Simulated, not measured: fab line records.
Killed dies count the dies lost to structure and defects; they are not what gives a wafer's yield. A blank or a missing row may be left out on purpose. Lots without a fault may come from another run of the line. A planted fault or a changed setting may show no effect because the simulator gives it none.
One fault through the eyes of 2 desks | flow sky130 | numbers are kept per desk, each desk with only its own; the story behind them comes last

## METROLOGY DESK
Means of the sampled wafers that have a number, per lot and without regard to the tool the lot ran on: this is what the gauges read. If a lot's mean is further than 4 standard deviations from the usual mean, the lot is out of limits and carries the mark OUT (the distance appears in the brackets).
Columns: A = cd_nm at SKY_VT_ADJUST_HVTP_CD_MEAS_07, usual 380.2 nm; B = VT_ADJUST_NCORE_OVL at SKY_VT_ADJUST_NCORE_OVL_MEAS_08, usual -0.2 nm; C = CAPM_TIN_RS at SKY_CAPM_RS_MEAS_03, usual 6.94 ohm/sq; D = CAPM_TIN_THK at SKY_CAPM_THK_MEAS_04, usual 201.2 nm
lot  | first seen here | A     | B    | C              | D
L705 | day 6 00:02     | 379.9 | 0.9  | 6.96           | 199.8
L710 | day 7 08:20     | 381.9 | -1.1 | 6.98           | 200.4
L711 | day 7 13:54     | 380.7 | 1.5  | 6.96           | 201.0
L712 | day 7 18:20     | 381.8 | 0.0  | 6.85           | 204.3
L713 | day 7 23:21     | 376.4 | -0.5 | 6.98           | 200.3
L715 | day 8 15:07     | 384.3 | -1.0 | 6.94           | 200.0
L716 | day 8 16:25     | 383.9 | -2.0 | 6.95           | 201.9
L719 | day 9 12:28     | 381.0 | 1.1  | 8.05 (+18) OUT | 175.6 (-14) OUT
L725 | day 11 03:49    | 378.7 | 0.1  | 6.94           | 201.8
L728 | day 11 17:35    | 380.2 | -0.6 | 6.94           | 201.0
Per this desk, out of limits: L719; the first was L719, day 40 00:25 (CAPM_TIN_RS at SKY_CAPM_RS_MEAS_03). In limits: L705, L710, L711, L712, L713, L715, L716, L725, L728.

## DESK OF THE TOOL OWNER: pvd_sputter-02
At SKY_CAPM_SPUTTER_02 (material TiN, target thk 200 nm, time 166.7 s) the tool's own readings: per lot run on this tool, the mean of the sampled wafers that have a number. If a lot's mean is further than 4 standard deviations from the usual mean, the lot is out of limits and carries the mark OUT (the distance appears in the brackets).
Columns: A = throttle_valve_pct at SKY_CAPM_SPUTTER_02, usual 29.5 %
lot  | first seen here | A
L705 | day 35 23:29    | 27.8
L712 | day 38 04:04    | 28.7
L713 | day 38 05:47    | 28.5
L719 | day 40 00:18    | 30.5
This desk's finding: nothing out of limits on any of the 4 lots.

## ALL TOGETHER
L719 would have let the metrology desk raise an alarm at day 40 00:25.
The desk of the tool owner found nothing out of limits.
Tool owner's desk: L719 on record, inside its limits.
All the named lots went through SKY_CAPM_SPUTTER_02 on pvd_sputter-02.

## WHAT THE SIMULATOR HAD PUT IN
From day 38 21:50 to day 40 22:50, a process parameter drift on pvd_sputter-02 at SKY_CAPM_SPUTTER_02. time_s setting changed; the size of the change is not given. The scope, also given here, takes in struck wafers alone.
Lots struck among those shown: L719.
Per desk, hours elapsed from the start of the fault to the first reading out of limits: for the metrology desk, 27.
